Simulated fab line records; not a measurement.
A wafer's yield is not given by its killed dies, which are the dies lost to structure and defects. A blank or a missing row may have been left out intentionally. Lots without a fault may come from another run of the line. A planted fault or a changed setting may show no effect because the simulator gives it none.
Comparing a struck lot with a sound one | flow sky130 | 44 steps out of a route of 708
Sound: the wafers L802.1, L802.5, L802.6. Wafers L807.2, L807.3, L807.5 were the ones struck. The cause is given at the end.
At each step with rows: each side's tool, then ch and its chambers, then its first start. Under that, the readings that differ: sound wafers | struck wafers | difference of the means | sigmas: that difference in standard deviations of wafers without a fault.
alike: same words and numbers on both sides, and readings whose means sit less than 2 such deviations apart. not compared: any withheld reading, any reading some wafer has no value for, any bound like >300 that may hide the same value, and any number with overlapping values for which the record gives no deviation.
A row with sigmas, a row that says differs or no value, or rows on one side alone: a step with any of these is where the two part. Numbers that don't overlap but have no deviation are shown without sigmas and don't part them. A reading that every wafer of one side lacks parts them only if that side has two wafers or more.

first, 5 steps without rows for these wafers: SKY_FIELD_ISO_WET_ETCH_18 (etches Si3N4 in H3PO4, target depth 25 nm, time 286 s); SKY_FIELD_ISO_CLEAN_19 (cleans in SC1/SC2, time 150 s); SKY_FIELD_ISO_CLEAN_20 (cleans in dHF, time 20 s); SKY_FIELD_ISO_WET_ETCH_21 (etches SiO2 in dHF, target depth 20 nm, time 400 s); SKY_FIELD_ISO_OXIDATION_22 (stabilise 600 s, purge 300 s, target thk 10 nm).
SKY_FIELD_ISO_THK_MEAS_23:
  struck on film-metro-01, day 4 20:52; sound on film-metro-01, day 3 19:37
  alike: FIELD_ISO_OXIDATION_01_THK
then, 1 step without rows for these wafers: SKY_FIELD_ISO_CVD_24 (deposits SiO2, target thk 595 nm, time 99.2 s).
SKY_FIELD_ISO_THK_MEAS_25:
  struck on film-metro-02, day 4 21:00; sound on film-metro-02, day 3 20:19
  reading                   | sound       | struck      | difference | sigmas
  FIELD_ISO_CVD_24_THK (nm) | 608 612 604 | 577 595 579 | -24        | -3
then, 1 step without rows for these wafers: SKY_FIELD_ISO_ANNEAL_26 (time 1800 s).
SKY_FIELD_ISO_CMP_27: polishes, stops on Si3N4, t overpolish 16 s, target thk 457.8 nm.
  sound on cmp-02 ch 0,1,3, day 3 22:23; struck on cmp-02 ch 0,2, day 4 23:51
  alike: motor-current-A, overpolish-run-s, retaining-ring-pressure-frac, time-to-endpoint-s
then, 2 steps without rows for these wafers: SKY_FIELD_ISO_WET_ETCH_28 (etches SiO2 in dHF, target depth 23.7 nm, time 46.19 s); SKY_FIELD_ISO_WET_ETCH_29 (etches Si3N4 in H3PO4, target depth 160 nm, time 1825 s).
SKY_FIELD_ISO_WET_ETCH_30: etches SiO2 in dHF, target depth 25 nm, time 50 s.
  sound on wet-bench-02 ch 0, day 3 23:05; struck on wet-bench-03 ch 3, day 5 00:41
  reading                                    | sound             | struck          | difference | sigmas
  run-length-s (s)                           | 84 84 84          | 113 113 113     | +29        | +9
  model.SiO2_of_FIELD_ISO_CVD_24.thk-nm (nm) | 406.4 404.9 405.8 | 385.4 386.9 387 | -19.3      |
then, 2 steps without rows for these wafers: SKY_NWELL_CLEAN_00 (cleans in SC1/SC2, time 150 s); SKY_NWELL_OXIDATION_01 (stabilise 600 s, purge 300 s, target thk 10 nm).
SKY_NWELL_THK_MEAS_02:
  struck on film-metro-03, day 5 04:01; sound on film-metro-02, day 4 00:53
  alike: NWELL_OXIDATION_THK
then, 8 steps without rows for these wafers: SKY_DNWELL_DEHYDRATE_00 (time 60 s); SKY_DNWELL_HMDS_01 (prime time 60 s); SKY_DNWELL_COAT_02 (resist thk 3000 nm); SKY_DNWELL_SOFTBAKE_03; SKY_DNWELL_EXPOSE_04 (exposes mask DNM, target cd 3000 nm); SKY_DNWELL_PEB_05; SKY_DNWELL_DEVELOP_06 (develop time 60 s); SKY_DNWELL_IMPLANT_07.
SKY_DNWELL_STRIP_08: strips in O2/N2.
  sound on plasma-asher-03 ch 0,1, day 4 18:14; struck on plasma-asher-01 ch 1, day 5 21:53
  alike: chamber-pressure-mTorr, drypump-motor-current-A, oes-product-au, strip-time-to-endpoint-s
  not compared: rf-hours-counter-h
SKY_DNWELL_TW_MEAS_09:
  struck on film-metro-01, day 5 22:00; sound on film-metro-01, day 4 18:20
  alike: DNWELL_TW
then, 7 steps without rows for these wafers: SKY_PWDE_DEHYDRATE_00 (time 60 s); SKY_PWDE_HMDS_01 (prime time 60 s); SKY_PWDE_COAT_02 (resist thk 3000 nm); SKY_PWDE_SOFTBAKE_03; SKY_PWDE_EXPOSE_04 (exposes mask PWDEM, target cd 840 nm); SKY_PWDE_PEB_05; SKY_PWDE_DEVELOP_06 (develop time 60 s).
SKY_PWDE_OVL_MEAS_07:
  struck on overlay-02, day 6 17:02; sound on overlay-02, day 5 12:25
  alike: PWDE_OVL
following that, these wafers have no rows for 1 step: SKY_PWDE_IMPLANT_08.
SKY_PWDE_STRIP_09: strips in O2/N2.
  sound on plasma-asher-01 ch 0,1, day 5 12:36; struck on plasma-asher-03 ch 0,1, day 6 17:13
  alike: chamber-pressure-mTorr, drypump-motor-current-A, oes-product-au, strip-time-to-endpoint-s
  not compared: rf-hours-counter-h
SKY_PWDE_TW_MEAS_10:
  struck on film-metro-01, day 6 17:20; sound on film-metro-01, day 5 12:42
  alike: PWDE_TW
then, 5 steps without rows for these wafers: SKY_NWELL_DEHYDRATE_03 (time 60 s); SKY_NWELL_HMDS_04 (prime time 60 s); SKY_NWELL_COAT_05 (resist thk 3000 nm); SKY_NWELL_SOFTBAKE_06; SKY_NWELL_EXPOSE_07 (exposes mask NWM, target cd 840 nm).
-- the record jumps here: 26 days lie between the struck wafers' starts before and after (it left off in module NWELL and takes up again in module SALICIDE, whose first step shown is number 361 of the route) --
SKY_SALICIDE_CLEAN_00: cleans in HF-last, time 30 s.
  sound on wet-bench-03 ch 3, day 30 08:50; struck on wet-bench-02 ch 2, day 32 07:19
  reading                                    | sound             | struck            | difference | sigmas
  model.SiO2_of_FIELD_ISO_CVD_24.thk-nm (nm) | 359.9 358.4 359.1 | 338.8 340.4 340.6 | -19.2      |
-- the record jumps here: 17 days lie between the struck wafers' starts before and after (it left off in module SALICIDE and takes up again in module PAD_OPEN, whose first step shown is number 708 of the route) --
SKY_PAD_OPEN_PROBE_99:
  struck on prober-02, day 49 03:27; sound on prober-02, day 47 16:24
  reading                               | sound                         | struck                        | difference | sigmas
  killed_at_M0_to_M3                    | 28 31 34                      | 47 51 40                      | +15        | +2
  model.etest.pfet_16v.r-on-ohm-um      | 1.514e+04 1.515e+04 1.506e+04 | 1.452e+04 1.437e+04 1.462e+04 | -6.133e+02 |
  model.etest.res-iso-pwell.rs-ohm-sq   | 3096 3108 3154                | 2943 2858 2920                | -212       |
  model.etest.res-iso-pwell.line-ohm-um | 1172 1166 1186                | 1132 1088 1105                | -66        |
  model.etest.cap-li-to-poly.c-af-um2   | 103 98.23 99.99               | 96.58 94.47 95.31             | -4.95      |
  model.etest.cap-poly-to-well.c-af-um2 | 93.84 92.07 94.27             | 97.46 99.5 97.89              | +4.89      |
  model.etest.field-p.vt-v (V)          | -42.6 -42.62 -42.71           | -34.44 -33.7 -34.42           | +8.46      |
  alike: killed_at_M4_up, killed-at-contacts, killed-at-front-end, killed-at-other, killed-dies, killed-open, killed-short
  not compared: model.etest.res_p_drift_20v.line-ohm-um, model.etest.res_p_drift_20v.rs-ohm-sq

== WHERE THEY PART ==
Last at SKY_PAD_OPEN_PROBE_99 as far as this record goes, first at SKY_FIELD_ISO_THK_MEAS_25.

WHY: whatever the simulator had introduced
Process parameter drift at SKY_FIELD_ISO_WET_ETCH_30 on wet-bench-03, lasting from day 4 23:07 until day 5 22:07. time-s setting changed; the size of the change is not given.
